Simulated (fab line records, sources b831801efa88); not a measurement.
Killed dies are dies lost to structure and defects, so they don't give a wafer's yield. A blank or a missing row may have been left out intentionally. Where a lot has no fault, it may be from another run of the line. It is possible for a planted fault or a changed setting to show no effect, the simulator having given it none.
Split-lot experiment :: flow sky130 :: 5 lots, 23 wafers read, on a route of 708 steps

ABOUT THE SPLIT
At SKY_METAL2_SPUTTER_02 (material AlCu, target thk 250 nm, time 13.3 s), the setting powerW was moved away from the recipe's 10600 W on 9 of the 23 wafers read, by -11.7% to -3.3%. All remaining wafers had this setting at the recipe value.

FROM THE SPLIT TO THE READING: what the file shows between them, 3 steps
- SKY_METAL2_SPUTTER_03: material Ti, target thk 5 nm, time 3.3 s
- SKY_METAL2_SPUTTER_04: material TiN, target thk 70 nm, time 58.3 s
- SKY_METAL2_RS_MEAS_05: measures by four-point-probe

THE READING
METAL2_ALCU_THK, in nm, at SKY_METAL2_THK_MEAS_06 (measures by xrf). Fault-free wafers of this fab line usually give 253 nm, standard deviation 3.4 nm.

wafer: L074.1
tool, chamber at the split: pvdSputter-01, -
powerW as run, W: 10600
against the recipe: recipe
METAL2_ALCU_THK, nm: 255
against lot-mates on the recipe: -

wafer: L074.2
tool, chamber at the split: pvdSputter-01, -
powerW as run, W: 9784
against the recipe: -7.7%
METAL2_ALCU_THK, nm: 238
against lot-mates on the recipe: -19

wafer: L074.4
tool, chamber at the split: pvdSputter-01, -
powerW as run, W: 10600
against the recipe: recipe
METAL2_ALCU_THK, nm: 260
against lot-mates on the recipe: -

wafer: L074.5
tool, chamber at the split: pvdSputter-01, -
powerW as run, W: 10600
against the recipe: recipe
METAL2_ALCU_THK, nm: 255
against lot-mates on the recipe: -

wafer: L074.6
tool, chamber at the split: pvdSputter-01, -
powerW as run, W: 9784
against the recipe: -7.7%
METAL2_ALCU_THK, nm: 239
against lot-mates on the recipe: -18

wafer: L078.1
tool, chamber at the split: pvdSputter-01, -
powerW as run, W: 10600
against the recipe: recipe
METAL2_ALCU_THK, nm: 252
against lot-mates on the recipe: -

wafer: L078.2
tool, chamber at the split: pvdSputter-01, -
powerW as run, W: 10600
against the recipe: recipe
METAL2_ALCU_THK, nm: 255
against lot-mates on the recipe: -

wafer: L078.3
tool, chamber at the split: pvdSputter-01, -
powerW as run, W: 10040
against the recipe: -5.3%
METAL2_ALCU_THK, nm: 240
against lot-mates on the recipe: -14

wafer: L078.5
tool, chamber at the split: pvdSputter-01, -
powerW as run, W: 10040
against the recipe: -5.3%
METAL2_ALCU_THK, nm: 240
against lot-mates on the recipe: -14

wafer: L078.6
tool, chamber at the split: pvdSputter-01, -
powerW as run, W: 10040
against the recipe: -5.3%
METAL2_ALCU_THK, nm: 237
against lot-mates on the recipe: -16

wafer: L080.1
tool, chamber at the split: pvdSputter-02, -
powerW as run, W: 10600
against the recipe: recipe
METAL2_ALCU_THK, nm: 257
against lot-mates on the recipe: -

wafer: L080.3
tool, chamber at the split: pvdSputter-02, -
powerW as run, W: 10600
against the recipe: recipe
METAL2_ALCU_THK, nm: 256
against lot-mates on the recipe: -

wafer: L080.6
tool, chamber at the split: pvdSputter-02, -
powerW as run, W: 10600
against the recipe: recipe
METAL2_ALCU_THK, nm: 254
against lot-mates on the recipe: -

wafer: L082.1
tool, chamber at the split: pvdSputter-03, -
powerW as run, W: 9361
against the recipe: -11.7%
METAL2_ALCU_THK, nm: 223
against lot-mates on the recipe: -31

wafer: L082.3
tool, chamber at the split: pvdSputter-03, -
powerW as run, W: 10600
against the recipe: recipe
METAL2_ALCU_THK, nm: 253
against lot-mates on the recipe: -

wafer: L082.4
tool, chamber at the split: pvdSputter-03, -
powerW as run, W: 10600
against the recipe: recipe
METAL2_ALCU_THK, nm: 256
against lot-mates on the recipe: -

wafer: L082.5
tool, chamber at the split: pvdSputter-03, -
powerW as run, W: 9361
against the recipe: -11.7%
METAL2_ALCU_THK, nm: 222
against lot-mates on the recipe: -32

wafer: L082.6
tool, chamber at the split: pvdSputter-03, -
powerW as run, W: 10600
against the recipe: recipe
METAL2_ALCU_THK, nm: 254
against lot-mates on the recipe: -

wafer: L085.1
tool, chamber at the split: pvdSputter-02, -
powerW as run, W: 10250
against the recipe: -3.3%
METAL2_ALCU_THK, nm: 246
against lot-mates on the recipe: -7

wafer: L085.2
tool, chamber at the split: pvdSputter-02, -
powerW as run, W: 10250
against the recipe: -3.3%
METAL2_ALCU_THK, nm: 247
against lot-mates on the recipe: -6

wafer: L085.4
tool, chamber at the split: pvdSputter-02, -
powerW as run, W: 10600
against the recipe: recipe
METAL2_ALCU_THK, nm: 255
against lot-mates on the recipe: -

wafer: L085.5
tool, chamber at the split: pvdSputter-02, -
powerW as run, W: 10600
against the recipe: recipe
METAL2_ALCU_THK, nm: 252
against lot-mates on the recipe: -

wafer: L085.6
tool, chamber at the split: pvdSputter-02, -
powerW as run, W: 10600
against the recipe: recipe
METAL2_ALCU_THK, nm: 253
against lot-mates on the recipe: -

THE FIT
A straight line over all 23 wafers: METAL2_ALCU_THK changes by +2.64 nm for each +1% of powerW; r = +0.98; the points scatter about the line by 2.3 nm.
The same after taking each lot's own level away (the mean of its wafers on the recipe; 23 wafers): +2.63 nm for each +1%; r = +0.99; scatter 1.7 nm.
That fit puts the effect of the largest move of powerW on the reading at 31 nm.
The lots' own levels span 253.3 to 256.7 nm, that is 1.0 times the standard deviation above.
Hence the lot-to-lot level has little effect on the slope; both slopes agree.
Check: with one of the wafers moved furthest among these (-11.7%) left out of the fit, the line predicts -30.3 nm for it against its lot-mates. Against them it came out at -31.3 nm.

FURTHER SPLITS ON THESE WAFERS
Note: prior to the reading, these wafers also went through further splits. Each is held against what the fit with the lots' levels taken away leaves over:
other split on the same wafers: SKY_METAL1_SPUTTER_00 powerW
wafers away from the commonest value: 11
r with METAL2_ALCU_THK (lot level and that fit taken away): -0.10

other split on the same wafers: SKY_VIA1_HDPCVD_00 sih4FlowSccm
wafers away from the commonest value: 6
r with METAL2_ALCU_THK (lot level and that fit taken away): -0.15

other split on the same wafers: SKY_VIA1_COAT_07 resistThkNm
wafers away from the commonest value: 5
r with METAL2_ALCU_THK (lot level and that fit taken away): -0.07

other split on the same wafers: SKY_VIA1_DEVELOP_11 developTimeS
wafers away from the commonest value: 4
r with METAL2_ALCU_THK (lot level and that fit taken away): -0.01

other split on the same wafers: SKY_METAL2_SPUTTER_01 powerW
wafers away from the commonest value: 5
r with METAL2_ALCU_THK (lot level and that fit taken away): +0.30

THE WHOLE CHAIN: every reading that the file lists as answering this split, in the file's order
step: SKY_METAL2_SPUTTER_02
what it does: material AlCu, target thk 250 nm, time 13.3 s
reading: AlCu_of_METAL2_SPUTTER_02.thkNm (the simulator's own value, which no gauge read)
change (the file's fit): +2.51 nm for each +1% of the setting
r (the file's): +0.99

step: SKY_METAL2_RS_MEAS_05
what it does: measures by four-point-probe
reading: METAL2_ALCU_RS
change (the file's fit): -0.00146 for each +1% of the setting
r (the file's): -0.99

step: SKY_METAL2_THK_MEAS_06
what it does: measures by xrf
reading: METAL2_ALCU_THK
change (the file's fit): +2.58 for each +1% of the setting
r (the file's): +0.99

THE FILE'S OWN FIT
METAL2_ALCU_THK changes by +2.58 nm for each +1% of powerW, r = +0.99.
